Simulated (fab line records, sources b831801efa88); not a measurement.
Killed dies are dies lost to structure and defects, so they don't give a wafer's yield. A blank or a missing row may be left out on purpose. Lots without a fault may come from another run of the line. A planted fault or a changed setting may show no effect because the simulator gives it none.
Which tool did it? | flow gf180mcu | 11 lots, 33 wafers sampled, at 4 steps of a route of 602

WHAT THE GAUGES READ, wafer by wafer
GF_DUAL_GATE_THK_MEAS_03.
lot  | measured     | on            | DUAL_GATE_OXIDATION_00_THK (nm)
L680 | day 7 13:56  | film_metro-04 | 10.67 10.82 10.78
L681 | day 7 22:32  | film_metro-03 | 11.02 10.89 11.10
L683 | day 8 09:04  | film_metro-01 | 10.85 10.88 10.68
L685 | day 8 22:55  | film_metro-01 | 11.00 11.10 11.29
L687 | day 9 18:13  | film_metro-01 | 10.88 10.93 11.13
L688 | day 9 22:34  | film_metro-04 | 11.14 11.02 11.14
L691 | day 10 19:27 | film_metro-01 | 10.33 10.51 10.43
L693 | day 11 06:19 | film_metro-04 | 10.10 10.08 10.03
L694 | day 11 12:21 | film_metro-01 | 9.99 10.00 9.89
L702 | day 13 17:43 | film_metro-01 | 10.96 11.07 10.99
L703 | day 14 06:08 | film_metro-01 | 11.01 11.00 11.02

WHICH TOOL RAN EACH LOT (tool, then ch and the chambers of the sampled wafers, then the start)
lot  | GF_VT_IMPLANT_STRIP_09               | GF_VT_IMPLANT_STRIP_42               | GF_DUAL_GATE_OXIDATION_02
L680 | plasma_asher-03 ch 0,1, day 5 13:14  | plasma_asher-03 ch 0,1, day 7 10:19  | furnace-02 ch 0, day 7 12:29
L681 | plasma_asher-03 ch 0,1, day 5 21:20  | plasma_asher-02 ch 0,1, day 7 20:07  | furnace-01 ch 0, day 7 21:04
L683 | plasma_asher-02 ch 0,1, day 6 08:59  | plasma_asher-04 ch 0,1, day 8 06:39  | furnace-02 ch 0, day 8 07:38
L685 | plasma_asher-03 ch 0,1, day 6 19:59  | plasma_asher-03 ch 0,1, day 8 20:29  | furnace-01 ch 0, day 8 21:28
L687 | plasma_asher-03 ch 0,1, day 7 13:43  | plasma_asher-03 ch 0,1, day 9 15:34  | furnace-01 ch 0, day 9 16:44
L688 | plasma_asher-04 ch 0,1, day 7 17:05  | plasma_asher-03 ch 0,1, day 9 20:08  | furnace-01 ch 0, day 9 21:07
L691 | plasma_asher-02 ch 0,1, day 8 13:08  | plasma_asher-02 ch 0, day 10 16:48   | furnace-02 ch 0, day 10 18:00
L693 | plasma_asher-04 ch 0,1, day 8 23:29  | plasma_asher-02 ch 0,1, day 11 03:48 | furnace-02 ch 0, day 11 04:52
L694 | plasma_asher-03 ch 0,1, day 9 03:07  | plasma_asher-03 ch 0,1, day 11 09:22 | furnace-02 ch 0, day 11 10:53
L702 | plasma_asher-04 ch 0,1, day 11 04:27 | plasma_asher-02 ch 0,1, day 13 14:02 | furnace-01 ch 0, day 13 16:16
L703 | plasma_asher-03 ch 0,1, day 11 16:44 | plasma_asher-03 ch 0,1, day 14 03:25 | furnace-01 ch 0, day 14 04:40
- GF_VT_IMPLANT_STRIP_09: strips in O2/N2.
- GF_VT_IMPLANT_STRIP_42: strips in O2/N2.
- GF_DUAL_GATE_OXIDATION_02: stabilise 600 s, purge 300 s, target thk 10.887 nm.

THE ANSWER, worked out from the rows above alone
Rule: what is usual is taken from the lots themselves. Put in order of their means at a reading, lots are off if they are a third of the lots or fewer, leave a main group of 4 or more, and stand apart from it by a gap of 3 or more times the standard deviation of the main group's means; of several such gaps the widest counts. A main group whose means are all the same, to the digits that the tables above print for the reading, isn't used. A lot without any number at a reading at which 4 lots or more have one is off too. The other lots that the step has rows for count as sound.
No lot is off at any reading shown: from this, nothing can be told.

WHAT THE SIMULATOR HAD PUT IN
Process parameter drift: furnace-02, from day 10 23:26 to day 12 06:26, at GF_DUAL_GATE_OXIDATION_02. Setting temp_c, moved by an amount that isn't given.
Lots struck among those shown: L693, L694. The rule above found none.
